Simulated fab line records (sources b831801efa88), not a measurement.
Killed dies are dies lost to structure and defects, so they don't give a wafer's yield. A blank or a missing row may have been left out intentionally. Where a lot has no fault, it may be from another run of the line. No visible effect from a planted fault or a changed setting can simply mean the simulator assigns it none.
Split-lot study    flow sky130    23 wafers read across 5 lots, on a route 708 steps long

THE SPLIT
At SKY_LDD_LDN_IMPLANT_10, the setting energy_kev was moved away from the recipe's 15 on 8 of the 23 wafers read, by -5.1% to +5.4%. The other wafers ran this setting at the recipe's value.

The reading is taken at the split's own step.

THE READING
implant.drp_nm (the simulator's own value, which no gauge read), in nm, at SKY_LDD_LDN_IMPLANT_10. The file does not state a usual value for it.

wafer   tool, chamber at the split  energy_kev as run  against the recipe  implant.drp_nm, nm  against lot-mates on the recipe
L076.1  implanter-02, 0             15.34              +2.3%               6.023               +0.090
L076.3  implanter-02, 0             15.34              +2.3%               6.023               +0.090
L076.6  implanter-02, 0             15.34              +2.3%               6.023               +0.090
L076.2  implanter-02, 0             15                 recipe              5.933               -
L076.5  implanter-02, 0             15                 recipe              5.933               -
L080.1  implanter-01, 0             15                 recipe              5.933               -
L080.3  implanter-01, 0             15                 recipe              5.933               -
L080.4  implanter-01, 0             15                 recipe              5.933               -
L080.5  implanter-01, 0             15                 recipe              5.933               -
L080.6  implanter-01, 0             15                 recipe              5.933               -
L082.1  implanter-01, 0             15                 recipe              5.933               -
L082.2  implanter-01, 0             15                 recipe              5.933               -
L082.5  implanter-01, 0             15                 recipe              5.933               -
L082.3  implanter-01, 0             14.24              -5.1%               5.724               -0.209
L082.6  implanter-01, 0             14.24              -5.1%               5.724               -0.209
L083.4  implanter-03, 0             15                 recipe              5.933               -
L083.5  implanter-03, 0             15                 recipe              5.933               -
L083.6  implanter-03, 0             15                 recipe              5.933               -
L085.2  implanter-01, 0             15.81              +5.4%               6.146               +0.213
L085.4  implanter-01, 0             15.81              +5.4%               6.146               +0.213
L085.5  implanter-01, 0             15.81              +5.4%               6.146               +0.213
L085.3  implanter-01, 0             15                 recipe              5.933               -
L085.6  implanter-01, 0             15                 recipe              5.933               -

THE FIT
A straight line over all 23 wafers: implant.drp_nm changes by +0.0402 nm for each +1% of energy_kev; r = +1.00; the points scatter about the line by 0.002 nm.
The same after taking each lot's own level away (the mean of its wafers on the recipe; 23 wafers): +0.0402 nm for each +1%; r = +1.00; scatter 0.002 nm.
That fit puts the effect of the largest move of energy_kev on the reading at 0.22 nm.
The lots' own levels span 5.9330 to 5.9330 nm.
The two slopes agree, so the slope changes little with the lot-to-lot level.
Check: for one of the wafers moved furthest among these (+5.4%), held out of the fit, the line's prediction against its lot-mates is +0.216 nm. Against them it came out at +0.213 nm.

ADDITIONAL SPLITS CARRIED BY THESE WAFERS
Note: prior to the reading, these wafers also went through further splits. Each is held against what the fit with the lots' levels taken away leaves over:
other split on the same wafers   wafers away from the commonest value  r with implant.drp_nm (lot level and that fit taken away)
SKY_LDD_P_COAT_02 resist_thk_nm  6                                     -0.35
SKY_LDD_P_IMPLANT_09 dose_cm2    7                                     -0.32

THE WHOLE CHAIN: every reading that the file lists as answering this split, in the file's order
step                    what it does  reading                                                          change (the file's fit)                                                               r (the file's)
SKY_LDD_LDN_IMPLANT_10                implant.rp_nm (the simulator's own value, which no gauge read)   not straight: 12.87 at the lowest setting, 13.02 at the recipe, 13.36 at the highest  not given
SKY_LDD_LDN_IMPLANT_10                implant.drp_nm (the simulator's own value, which no gauge read)  +0.0402 nm for each +1% of the setting                                                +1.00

THE FILE'S OWN FIT
implant.drp_nm changes by +0.0402 nm for each +1% of energy_kev, r = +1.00.
